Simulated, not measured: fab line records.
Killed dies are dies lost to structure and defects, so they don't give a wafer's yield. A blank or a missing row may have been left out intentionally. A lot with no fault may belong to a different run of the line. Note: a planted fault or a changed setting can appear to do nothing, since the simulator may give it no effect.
fab line records	flow sky130
record: lots: 5	wafers: 15	last_day: 50
route steps=708 shown GATE_OXIDE@192 POLY_GATE@204 RES_PROTECT@206 PAD_OPEN@708
lots untouched by any fault: they come from a run of this same line in which no faults occurred
start_h: start of the lot's first displayed wafer, in hours after the record's first day	wait_h: hours from the lot's prior step to this one	" repeats the value in the row above	L1.1+2: one row covering several wafers at once	- value missing, or start not given	* or withheld: withheld	< > ~ a bound
route shown NAME@n: a module of which the file shows steps, and the number in the route of the first	usual: mean/standard deviation taken from wafers without a fault	same: alike in all rows	chamber/n: place in a boat	sites: readings site by site	_std_site: standard deviation across them	_edge_site: outer sites' mean less inner sites'	radius_mm: for every site, how far away it sits from the centre of the wafer	mask NAME#n: copy n	behind: the last tool/chamber to shape the wafer	hold: reason for holding the lot/hours on hold/outcome of the hold	device: names the non-switching transistor (n, p or np)	end of line: the route-end tests of the same wafers	a step with no rows: only its recipe	killed: dies that structure and defects cost at the first sort, which is not the same as the wafer's yield	map: the dies of a wafer, with x for killed, . for not killed, _ for no die there
set.NAME: the run value of the setting; set.NAME@STEP: its run value at that earlier step	model.NAME: the simulator's own value behind a step, which no gauge read
lots at selected steps of the route; one table per step, one row per wafer
services: when a tool's chamber went out of use (start_h, in hours from the record's first day, below 0 if earlier), for how many hours, and the reason
== steps ==
step: SKY_GATE_OXIDE_COAT_05
recipe: resist: NOVOLAK	spin_rpm: 3000	resist_thk_nm: 1140
step: SKY_GATE_OXIDE_SOFTBAKE_06
recipe: temp_c: 90	time_s: 60	resist: NOVOLAK
step: SKY_GATE_OXIDE_EXPOSE_07
recipe: mask_id: LVOM	na: 0.6	source_shape: conventional	sigma_outer: 0.6	polarization: unpolarized	target_cd_nm: 600	dose_mj: 170
step: SKY_GATE_OXIDE_PEB_08
recipe: temp_c: withheld	time_s: *	resist: NOVOLAK
step: SKY_GATE_OXIDE_DEVELOP_09
recipe: resist: NOVOLAK	developer: TMAH	develop_time_s: 60	dev_temp_c: 23
step: SKY_GATE_OXIDE_IMPLANT_11
recipe: species: B	energy_kev: 10	dose_cm2: 2.6e+12	tilt_deg: withheld
step: SKY_GATE_OXIDE_WET_ETCH_12
recipe: chemistry: dHF	target_depth_nm: 16.8	dry: n2_spin	target: SiO2	dilution: 100:1	temp_c: 25	time_s: 336
step: SKY_GATE_OXIDE_STRIP_13
recipe: chemistry: O2/N2	power_w: 1400	pressure_mtorr: 1500	platen_temp_c: withheld	o2_flow_sccm: 3000	n2_flow_sccm: 300	overash_fraction: 0.5
step: SKY_GATE_OXIDE_CLEAN_15
recipe: chemistry: SC1/SC2	mix: 1:4:20	temp_c: 70	time_s: 150	dry: n2_spin
step: SKY_GATE_OXIDE_OXIDATION_16
recipe: temp_c: 800	ambient: O2	idle_temp_c: 700	ramp_up_c_per_min: 10	ramp_down_c_per_min: 3	stabilise_s: 600	purge_s: 300	target_thk_a: 35.7	ox_time_s: 1915
step: SKY_POLY_GATE_CVD_00
recipe: material: poly-Si	target_thk_nm: 180	temp_c: 620	time_s: 720	pressure_mtorr: 200
usual: spike_tc_bottom_C: 642/5	spike_tc_centre_C: 620.4/1.2	spike_tc_lower_C: 620.2/1.3	spike_tc_top_C: 641.0/2.2	spike_tc_upper_C: 619.9/0.99	susceptor_temp_C: 620.06/0.25
lot.wafer	tool	chamber	start_h	wait_h	spike_tc_bottom_C	spike_tc_centre_C	spike_tc_lower_C	spike_tc_top_C	spike_tc_upper_C	susceptor_temp_C	model.poly-Si_of_POLY_GATE_CVD_00.thk_nm
L572.2	lpcvd-01	1	298.66	0.0	636	619.9	616.4	644.1	623.9	620.76	179.9
L572.4	"	1	"	"	637	622.1	619.6	643.6	619.1	620.81	176.8
L572.6	"	1	"	"	635	620.5	617.7	643.5	619.1	620.00	178.8
L587.1	lpcvd-01	1	436.59	0.0	623	605.0	605.2	629.4	604.8	605.39	127.8
L587.3	"	1	"	"	622	607.7	603.8	627.5	607.2	605.43	126.4
L587.6	"	1	"	"	624	606.2	605.6	628.7	605.6	605.12	128.7
L589.1	lpcvd-01	1	446.39	0.0	624	607.6	603.9	628.9	605.4	605.43	127.4
L589.3	"	1	"	"	623	605.5	604.1	627.7	605.1	605.23	127.4
L589.6	"	1	"	"	623	606.9	603.0	627.9	605.4	605.29	127.9
L588.1	lpcvd-01	0	451.29	0.0	634	605.8	605.1	624.0	605.6	605.68	127.3
L588.2	"	0	"	"	633	603.3	607.6	624.4	604.6	605.47	127.4
L588.4	"	0	"	"	632	603.7	606.4	625.0	605.3	605.64	126.8
L593.2	lpcvd-01	0	516.16	0.0	647	618.5	620.7	639.5	619.2	619.58	182
L593.4	"	0	"	"	647	619.1	621.6	639.9	620.2	619.99	181.6
L593.5	"	0	"	"	648	620.9	622.0	639.1	620.2	619.90	183.1
step: SKY_POLY_GATE_THK_MEAS_01
recipe: reads: poly-Si_of_POLY_GATE_CVD_00
usual: POLY_GATE_CVD_00_THK: 179.9/1.7
lot.wafer	tool	chamber	start_h	wait_h	POLY_GATE_CVD_00_THK[nm]
L572.2	film_metro-02	-	299.87	0.0	180.0
L572.4	"	-	"	"	176.8
L572.6	"	-	"	"	178.6
L587.1	film_metro-01	-	437.79	0.0	127.7
L587.3	"	-	"	"	126.4
L587.6	"	-	"	"	128.7
L589.1	film_metro-02	-	447.59	0.0	127.4
L589.3	"	-	"	"	127.4
L589.6	"	-	"	"	127.8
L588.1	film_metro-04	-	452.49	0.0	127.2
L588.2	"	-	"	"	127.4
L588.4	"	-	"	"	126.8
L593.2	film_metro-01	-	517.37	0.0	182.0
L593.4	"	-	"	"	181.4
L593.5	"	-	"	"	183.0
step: SKY_RES_PROTECT_DEHYDRATE_00
recipe: temp_c: 200	time_s: 60
step: SKY_RES_PROTECT_HMDS_01
recipe: prime_time_s: 60	prime_temp_c: 120
step: SKY_RES_PROTECT_COAT_02
recipe: resist: NOVOLAK	spin_rpm: 3000	resist_thk_nm: 1140
step: SKY_RES_PROTECT_SOFTBAKE_03
recipe: temp_c: 90	time_s: 60	resist: NOVOLAK
step: SKY_RES_PROTECT_EXPOSE_04
recipe: mask_id: RPM	na: 0.6	source_shape: conventional	sigma_outer: 0.6	polarization: unpolarized	target_cd_nm: 1270	dose_mj: 131
step: SKY_RES_PROTECT_PEB_05
recipe: temp_c: withheld	time_s: *	resist: NOVOLAK
step: SKY_RES_PROTECT_DEVELOP_06
recipe: resist: NOVOLAK	developer: TMAH	develop_time_s: 60	dev_temp_c: 23
step: SKY_POLY_GATE_IMPLANT_02
recipe: species: P	energy_kev: 30	dose_cm2: 7.7e+15	tilt_deg: 0
step: SKY_RES_PROTECT_STRIP_07
recipe: chemistry: O2/N2	power_w: 1400	pressure_mtorr: 1500	platen_temp_c: withheld	o2_flow_sccm: 3000	n2_flow_sccm: 300	overash_fraction: 0.5
step: SKY_RES_PROTECT_CLEAN_09
recipe: chemistry: SC1/SC2	mix: 1:4:20	temp_c: 70	time_s: 150	dry: n2_spin
lot.wafer	tool	chamber	start_h	wait_h	model.poly-Si_of_POLY_GATE_CVD_00.thk_nm
L572.2	wet_bench-03	3	325.67	0.0	179.3
L572.4	"	3	"	"	176.2
L572.6	"	3	"	"	178.2
L587.1	wet_bench-02	2	469.37	0.1	127.2
L587.3	"	2	"	"	125.8
L587.6	"	2	"	"	128.1
L589.1+3	wet_bench-02	2	477.90	0.1	126.8
L589.6	"	2	"	"	127.2
L588.1+2	wet_bench-04	1	483.07	0.1	126.7
L588.4	"	1	"	"	126.1
L593.2	wet_bench-04	3	547.22	0.0	181.3
L593.4	"	3	"	"	181
L593.5	"	3	"	"	182.5
step: SKY_POLY_GATE_CVD_03
recipe: material: Si3N4	precursor: DCS/NH3	target_thk_nm: 75	temp_c: 770	time_s: 1290	pressure_mtorr: 250
step: SKY_POLY_GATE_DEHYDRATE_05
recipe: temp_c: 200	time_s: 60
step: SKY_POLY_GATE_HMDS_06
recipe: prime_time_s: 60	prime_temp_c: 120
step: SKY_POLY_GATE_COAT_07
recipe: resist: BARC	temp_c: withheld	time_s: withheld	spin_rpm: 3000	resist_thk_nm: 110
step: SKY_POLY_GATE_COAT_08
recipe: resist: KrF-thick	spin_rpm: 3000	resist_thk_nm: 450
step: SKY_POLY_GATE_SOFTBAKE_09
recipe: temp_c: 100	time_s: 90	resist: KrF-thick
step: SKY_POLY_GATE_EXPOSE_10
recipe: mask_id: P1M	na: 0.68	source_shape: conventional	sigma_outer: 0.6	target_cd_nm: 150	dose_mj: 28
step: SKY_POLY_GATE_PEB_11
recipe: peb_temp_c: withheld	peb_time_s: withheld	resist: KrF-thick
step: SKY_POLY_GATE_DEVELOP_12
recipe: develop_time_s: 60	resist: KrF-thick	dev_temp_c: 21
step: SKY_POLY_GATE_ETCH_15
recipe: chemistry: N2/H2	target: BARC	ion_energy_ev: 200	source_w: 500	bias_w: 100	pressure_mtorr: 30	n2_flow_sccm: 100	h2_flow_sccm: 200	stop_on: SiO2	time_s: 118.5	target_depth_a: 1100
step: SKY_POLY_GATE_ETCH_16
recipe: stop_on: poly-Si	chemistry: CH3F/O2	target: Si3N4	source_w: 400	bias_w: 80	pressure_mtorr: 25	ch3f_flow_sccm: 40	O2_flow_sccm: 30	time_s: 147.5	target_depth_a: 750
step: SKY_POLY_GATE_ETCH_17
recipe: target_depth_nm: 180	stop_on: SiO2	over_etch_frac: 0.56667	chemistry: HBr/Cl2	target: poly-Si	icp_w: 400	bias_w: 100	pressure_mtorr: 10	HBr_flow_sccm: 150	Cl2_flow_sccm: 50	time_s: 70.5
usual: HBr_flow_sccm: 150.0/0.45	bias_w: 100.0/0.3	drypump_motor_current_A: 5.3/0.51	oes_product_au: 0.986/0.0077	throttle_valve_pct: 33.685/0.01
lot.wafer	tool	chamber	start_h	wait_h	HBr_flow_sccm	bias_w	drypump_motor_current_A	oes_product_au	rf_hours_counter_h	throttle_valve_pct	model.etch.depth_nm	model.POLY_GATE.feature_depth_nm
L572.2	rie_si-02	1	355.57	0.0	149.5	99.5	5.0	0.983	29	33.693	179.3	179.3
L572.4	"	1	"	"	149.4	100.0	5.0	0.987	-	33.668	176.2	176.2
L572.6	"	2	"	"	150.5	100.0	4.7	0.984	-	33.692	178.2	178.2
L587.1	rie_si-01	3	502.50	0.0	150.2	99.6	5.4	0.785	4	33.694	127.2	127.2
L587.3	"	0	"	"	149.8	100.0	4.9	0.781	3	33.670	125.8	125.8
L587.6	"	3	"	"	149.9	99.7	5.4	0.791	-	33.694	128.1	128.1
L589.1	rie_si-02	1	510.41	0.0	151.0	100.5	5.0	0.782	31	33.674	126.8	126.8
L589.3	"	3	"	"	150.1	99.3	6.1	0.781	25	33.673	126.8	126.8
L589.6	"	1	"	"	151.1	100.0	5.0	0.785	-	33.687	127.2	127.2
L588.1	rie_si-01	2	515.88	0.0	150.3	100.3	5.6	0.784	41	33.690	126.7	126.7
L588.2	"	0	"	"	149.8	99.6	4.9	0.788	3	33.696	126.7	126.7
L588.4	"	3	"	"	149.3	100.2	5.4	0.785	4	33.695	126.1	126.1
L593.2	rie_si-02	2	578.57	0.0	149.6	100.0	4.7	0.984	11	33.692	177.4	177.4
L593.4	"	0	"	"	150.1	100.1	5.4	0.986	1	33.706	177.3	177.3
L593.5	"	0	"	"	149.1	100.2	5.4	0.977	-	33.692	176.8	176.8
step: SKY_POLY_GATE_STRIP_18
recipe: chemistry: O2/N2	power_w: 1400	pressure_mtorr: 1500	platen_temp_c: withheld	o2_flow_sccm: 3000	n2_flow_sccm: 300	overash_fraction: 0.5
step: SKY_PAD_OPEN_PROBE_99
usual: killed_at_M0_to_M3: 43/6.6	killed_at_M4_up: 3.1/1.6	killed_at_contacts: 23/5.6	killed_at_front_end: 15/4.2	killed_at_other: 0.2/0.43	killed_dies: 85/9.3	killed_open: 46/6.6	killed_short: 39/6.2
same: gross_dies: 492	killed_at_back_side: 0
lot.wafer	tool	chamber	start_h	wait_h	killed_at_M0_to_M3	killed_at_M4_up	killed_at_contacts	killed_at_front_end	killed_at_other	killed_dies	killed_open	killed_short	model.etest.res_high_po.line_ohm_um	model.etest.res_poly.line_ohm_um	model.etest.tip_sonos.rs_ohm_sq	model.etest.res_high_po.rs_ohm_sq	model.etest.res_pwde_under_gate.rs_ohm_sq	model.etest.res_poly.rs_ohm_sq	model.etest.cap_li_to_poly.c_af_um2	model.etest.tip_n.rs_ohm_sq
L572.2	prober-01	-	1056.71	0.1	41	3	34	15	0	93	51	42	750.2	507.9	2633	264.1	6168	49.12	97.92	445.5
L572.4	prober-01	-	1056.81	0.2	38	3	23	13	1	78	41	37	754.5	534.9	2624	260.3	6218	49.12	96.48	442.4
L572.6	prober-01	-	1056.91	0.2	42	3	23	16	0	84	46	38	744.5	513.7	2609	262.6	6182	49.39	98.17	446.4
L588.1	prober-02	-	1170.83	0.1	42	1	23	16	0	82	38	44	1008	727.1	2511	357.1	6160	68.18	83.89	431.1
L588.2	prober-02	-	1170.88	0.1	48	3	28	19	0	98	57	41	1020	736.7	2475	355.7	6137	68.42	86.72	431.1
L588.4	prober-02	-	1170.98	0.2	55	3	35	16	1	110	60	50	1034	739.4	2499	360.1	6181	69.1	84.83	431.1
L587.1	prober-01	-	1172.93	0.1	48	1	19	18	0	86	49	37	1051	733.7	2535	361.2	6236	68.59	85.3	436.2
L587.3	prober-01	-	1173.03	0.2	39	5	28	10	1	83	43	40	1044	743.6	2569	360.3	6153	68.36	84.81	440.5
L587.6	prober-01	-	1173.18	0.2	39	4	15	14	0	72	36	36	1001	713.9	2515	349.9	6135	66.63	90.47	435.2
L589.1	prober-02	-	1173.15	0.1	47	2	17	19	0	85	45	40	999.9	713.6	2532	352.6	6227	66.59	85	433.4
L589.3	prober-02	-	1173.25	0.2	44	4	24	18	0	90	53	37	984.6	713	2500	350.3	6201	67.03	86.85	433.9
L589.6	prober-02	-	1173.40	0.2	40	4	26	12	0	82	43	39	1024	729.3	2494	354.1	6292	66.67	86.14	435.1
L593.2	prober-01	-	1201.40	0.1	50	4	20	14	0	88	46	42	776.9	527.6	2605	268.7	6312	49.03	98.96	448.7
L593.4	prober-01	-	1201.50	0.2	43	5	15	13	0	76	39	37	769.4	507.9	2636	268.4	6254	49.13	100.1	447.8
L593.5	prober-01	-	1201.55	0.2	45	3	18	11	0	77	40	37	768.7	536.9	2690	267.7	6318	48.18	95.98	445.5
killed by level:class
L572.2 CONTACT:geometric_particle:open=15 VIA1:geometric_particle:open=8 CONTACT:geometric_particle:short=8 VIA2:geometric_particle:open=7 VIA3:geometric_particle:open=6 FIELD_ISO:geometric_particle:short=5 LOCAL_INTERCONNECT:geometric_particle:short=5 POLY_GATE:geometric_particle:open=4
L572.4 LI_CONTACT:geometric_particle:open=7 CONTACT:geometric_particle:short=6 VIA1:geometric_particle:open=6 VIA3:geometric_particle:open=6 CONTACT:geometric_particle:open=5 METAL2:geometric_particle:short=5 VIA2:geometric_particle:open=5 METAL1:geometric_particle:short=4
L572.6 VIA1:geometric_particle:open=8 VIA2:geometric_particle:open=8 LI_CONTACT:geometric_particle:open=7 CONTACT:geometric_particle:open=6 POLY_GATE:geometric_particle:short=5 METAL1:geometric_particle:short=5 CONTACT:geometric_particle:short=5 VIA1:geometric_particle:short=4
L588.1 LI_CONTACT:geometric_particle:open=8 VIA1:geometric_particle:open=7 METAL1:geometric_particle:short=6 CONTACT:geometric_particle:short=5 POLY_GATE:geometric_particle:short=5 VIA1:geometric_particle:short=5 VIA2:geometric_particle:open=5 LI_CONTACT:geometric_particle:short=4
L588.2 VIA1:geometric_particle:open=15 CONTACT:geometric_particle:open=7 VIA3:geometric_particle:open=7 CONTACT:geometric_particle:short=6 VIA2:geometric_particle:open=6 LI_CONTACT:geometric_particle:open=5 LOCAL_INTERCONNECT:geometric_particle:short=5 FIELD_ISO:geometric_particle:open=4
L588.4 CONTACT:geometric_particle:open=13 VIA1:geometric_particle:open=12 LI_CONTACT:geometric_particle:open=10 LI_CONTACT:geometric_particle:short=7 METAL2:geometric_particle:short=6 VIA2:geometric_particle:open=6 POLY_GATE:geometric_particle:open=5 POLY_GATE:geometric_particle:short=5
L587.1 VIA1:geometric_particle:open=11 VIA3:geometric_particle:open=8 METAL1:geometric_particle:short=7 LI_CONTACT:geometric_particle:open=6 CONTACT:geometric_particle:open=6 FIELD_ISO:geometric_particle:short=4 POLY_GATE:geometric_particle:open=4 METAL3:geometric_particle:short=4
L587.3 CONTACT:geometric_particle:open=10 VIA1:geometric_particle:open=9 LI_CONTACT:geometric_particle:open=6 LOCAL_INTERCONNECT:geometric_particle:short=6 VIA2:geometric_particle:open=6 POLY_GATE:geometric_particle:short=4 VIA3:geometric_particle:open=4 VIA2:geometric_particle:short=4
L589.1 VIA1:geometric_particle:open=12 VIA1:geometric_particle:short=8 FIELD_ISO:geometric_particle:short=5 CONTACT:geometric_particle:open=5 METAL1:geometric_particle:short=5 VIA2:geometric_particle:open=5 FIELD_ISO:geometric_particle:open=4 LOCAL_INTERCONNECT:geometric_particle:short=4
L587.6 VIA1:geometric_particle:open=8 METAL2:geometric_particle:short=7 VIA1:geometric_particle:short=6 FIELD_ISO:geometric_particle:open=5 SPACER:geometric_particle:short=4 LI_CONTACT:geometric_particle:open=4 LOCAL_INTERCONNECT:geometric_particle:short=4 METAL2:geometric_particle:open=4
L589.3 LI_CONTACT:geometric_particle:open=11 VIA1:geometric_particle:open=10 VIA2:geometric_particle:open=10 CONTACT:geometric_particle:open=7 VIA1:geometric_particle:short=6 FIELD_ISO:geometric_particle:open=5 FIELD_ISO:geometric_particle:short=4 LOCAL_INTERCONNECT:geometric_particle:short=4
L589.6 VIA1:geometric_particle:open=14 CONTACT:geometric_particle:open=8 VIA3:geometric_particle:open=8 LOCAL_INTERCONNECT:geometric_particle:short=7 LI_CONTACT:geometric_particle:open=5 FIELD_ISO:geometric_particle:short=4 CONTACT:geometric_particle:short=4 METAL3:geometric_particle:short=4
L593.2 CONTACT:geometric_particle:open=10 VIA2:geometric_particle:open=9 VIA3:geometric_particle:open=8 VIA1:geometric_particle:open=7 VIA1:geometric_particle:short=6 FIELD_ISO:geometric_particle:short=5 VIA2:geometric_particle:short=5 METAL3:geometric_particle:short=5
L593.4 VIA1:geometric_particle:open=10 VIA3:geometric_particle:open=8 CONTACT:geometric_particle:open=7 VIA3:geometric_particle:short=7 POLY_GATE:geometric_particle:short=5 VIA2:geometric_particle:open=5 METAL1:geometric_particle:short=5 LI_CONTACT:geometric_particle:open=4
L593.5 VIA3:geometric_particle:open=8 VIA2:geometric_particle:open=7 CONTACT:geometric_particle:open=7 LOCAL_INTERCONNECT:geometric_particle:short=6 VIA1:geometric_particle:open=6 VIA1:geometric_particle:short=5 VIA2:geometric_particle:short=5 LI_CONTACT:geometric_particle:open=4
== services ==
tool	chamber	start_h	hours	kind
wet_bench-03	-	299.25	7.5	repair
wet_bench-02	-	328.24	1.9	repair
rie_si-02	0	347.10	38.4	repair
rie_si-02	0	406.93	-	clean
rie_si-02	0	406.93	11.5	scheduled_down
rie_si-02	0	406.93	11.5	vent_cycle
rie_si-01	1	457.64	-	clean
rie_si-01	1	457.64	22.0	scheduled_down
rie_si-01	1	457.64	22.0	vent_cycle
rie_si-02	1	478.47	5.6	repair
rie_si-02	0	481.92	6.0	repair
lpcvd-01	-	540.57	0.5	repair
rie_si-01	-	545.25	28.1	pm
rie_si-01	2	573.35	-	clean
rie_si-01	2	573.35	25.6	scheduled_down
rie_si-01	2	573.35	25.6	vent_cycle
rie_si-01	-	575.26	5.5	repair
== key ==
first_sign: step: SKY_POLY_GATE_CVD_00	reading: susceptor_temp_C	direction: down	sigmas: 58	usual: *	struck: *
effect: step: SKY_POLY_GATE_CVD_00	reading: spike_tc_upper_C	direction: down	sigmas: 15	usual: 619.9	struck: 605.4
effect: step: SKY_POLY_GATE_THK_MEAS_01	reading: POLY_GATE_CVD_00_THK	direction: down	sigmas: 31	usual: 179.9	struck: 127.4
effect: step: SKY_POLY_GATE_ETCH_17	reading: oes_product_au	direction: down	sigmas: 26	usual: 0.986	struck: 0.785
model_effect: step: SKY_POLY_GATE_CVD_00	value: poly-Si_of_POLY_GATE_CVD_00.thk_nm	without: 180.2	struck: 127.4
model_effect: step: SKY_RES_PROTECT_CLEAN_09	value: poly-Si_of_POLY_GATE_CVD_00.thk_nm	without: 179.5	struck: 126.8
model_effect: step: SKY_POLY_GATE_ETCH_17	value: etch.depth_nm	without: 179.1	struck: 126.8
model_effect: step: SKY_PAD_OPEN_PROBE_99	value: etest.res_high_po.line_ohm_um	without: 740.9	struck: 1018
met_at SKY_POLY_GATE_CVD_00
struck_wafers L587.1,L587.3,L587.6,L588.1,L588.2,L588.4,L589.1,L589.3,L589.6
tester_left_out L587,L588,L589
onset_between 298.66 436.59
fault: kind: process_parameter_drift	tool: lpcvd-01	chamber: -	onset_h: 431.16	steps: SKY_POLY_GATE_CVD_00	channel: temp_c	offset: *	shape: step	end_h: 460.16	stated: *
tester_left_out: of these lots the tester's yield and bins aren't shown, on N5 and GAA mostly nor the transistor test; their killed dies are dies lost to structure and defects alone, not to doping, threshold or leakage, so they don't give the yield
